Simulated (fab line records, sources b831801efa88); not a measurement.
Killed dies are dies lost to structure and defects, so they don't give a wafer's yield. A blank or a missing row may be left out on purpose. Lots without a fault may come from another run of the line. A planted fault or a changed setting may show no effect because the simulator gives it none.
Tool commonality check | flow gf180mcu | 13 lots, 39 wafers sampled

WHY IT WAS OPENED
At GF_HV_LDD_CD_MEAS_07 the reading cd_nm is flagged on 1 of 13 lots. Wafers without a fault read 399 nm, standard deviation 3.3.
Rule: a lot is flagged when every wafer of it that has a number lies more than 4 standard deviations from that mean, or none has a number. The other lots count as sound.

lot  | measured     | on        | cd_nm (nm), wafer by wafer | flag
L459 | day 10 16:30 | cd_sem-02 | 398 402 399                |
L461 | day 11 19:45 | cd_sem-01 | 401 401 400                |
L462 | day 12 04:50 | cd_sem-02 | 320 322 319                | FLAGGED
L466 | day 13 10:29 | cd_sem-01 | 403 402 402                |
L471 | day 14 16:47 | cd_sem-02 | 395 394 396                |
L470 | day 14 18:29 | cd_sem-01 | 398 397 398                |
L472 | day 15 00:14 | cd_sem-02 | 396 397 396                |
L473 | day 15 07:02 | cd_sem-02 | 401 401 402                |
L474 | day 15 10:38 | cd_sem-01 | 402 401 404                |
L476 | day 16 00:34 | cd_sem-01 | 396 398 399                |
L477 | day 16 09:36 | cd_sem-02 | 399 398 397                |
L478 | day 16 16:20 | cd_sem-01 | 401 401 398                |
L479 | day 16 22:01 | cd_sem-01 | 402 402 404                |
The numbers of the flagged lots are 320 nm on average: -79 nm against the usual, or -24 standard deviations.

WHICH TOOL RAN EACH LOT
The record holds 1 process step before the reading, out of a route of 602 steps. In each cell: the tool, then ch and the chambers that the sampled wafers went through, then the start.
lot  | flag    | GF_HV_LDD_EXPOSE_04
L459 |         | iline_stepper-01 ch 0, day 10 08:00
L461 |         | iline_stepper-01 ch 0, day 11 10:46
L462 | FLAGGED | iline_stepper-02 ch 0, day 11 19:56
L466 |         | iline_stepper-01 ch 0, day 13 00:52
L471 |         | iline_stepper-02 ch 0, day 14 06:58
L470 |         | iline_stepper-02 ch 0, day 14 08:09
L472 |         | iline_stepper-01 ch 0, day 14 14:02
L473 |         | iline_stepper-02 ch 0, day 14 20:49
L474 |         | iline_stepper-02 ch 0, day 15 00:07
L476 |         | iline_stepper-02 ch 0, day 15 14:15
L477 |         | iline_stepper-01 ch 0, day 15 23:28
L478 |         | iline_stepper-02 ch 0, day 16 05:42
L479 |         | iline_stepper-01 ch 0, day 16 10:54
What these steps do:
- GF_HV_LDD_EXPOSE_04: exposes mask Nplus LV AREA, target cd 400 nm.
- GF_HV_LDD_CD_MEAS_07: target cd 400 nm.

FLAGGED OVER TOTAL, TOOL BY TOOL (the gauges that took the reading come last)
step                 | tool             | lots run | flagged | share of the flagged lots | sound lots run after its first flagged lot
GF_HV_LDD_EXPOSE_04  | iline_stepper-01 | 6        | 0       | none                      | -
GF_HV_LDD_EXPOSE_04  | iline_stepper-02 | 7        | 1       | all                       | 6 (L471,L470,L473,L474,L476,L478)
GF_HV_LDD_CD_MEAS_07 | cd_sem-01        | 7        | 0       | none                      | -
GF_HV_LDD_CD_MEAS_07 | cd_sem-02        | 6        | 1       | all                       | 4 (L471,L472,L473,L477)

WHAT THE TABLE ALLOWS
2 rows of the table ran every flagged lot: iline_stepper-02 at GF_HV_LDD_EXPOSE_04, cd_sem-02 at GF_HV_LDD_CD_MEAS_07.
- iline_stepper-02 at GF_HV_LDD_EXPOSE_04: 1 of its 7 lots flagged. Sound lots ran on it after the first flagged one (L471, L470, L473, L474, L476, L478), which a lasting fault on the whole tool wouldn't allow.
- cd_sem-02 at GF_HV_LDD_CD_MEAS_07: 1 of its 6 lots flagged. Sound lots ran on it after the first flagged one (L471, L472, L473, L477), which a lasting fault on the whole tool wouldn't allow.
No row of the table ran every flagged lot and no sound lot after the first.

WHAT THE SIMULATOR HAD PUT IN
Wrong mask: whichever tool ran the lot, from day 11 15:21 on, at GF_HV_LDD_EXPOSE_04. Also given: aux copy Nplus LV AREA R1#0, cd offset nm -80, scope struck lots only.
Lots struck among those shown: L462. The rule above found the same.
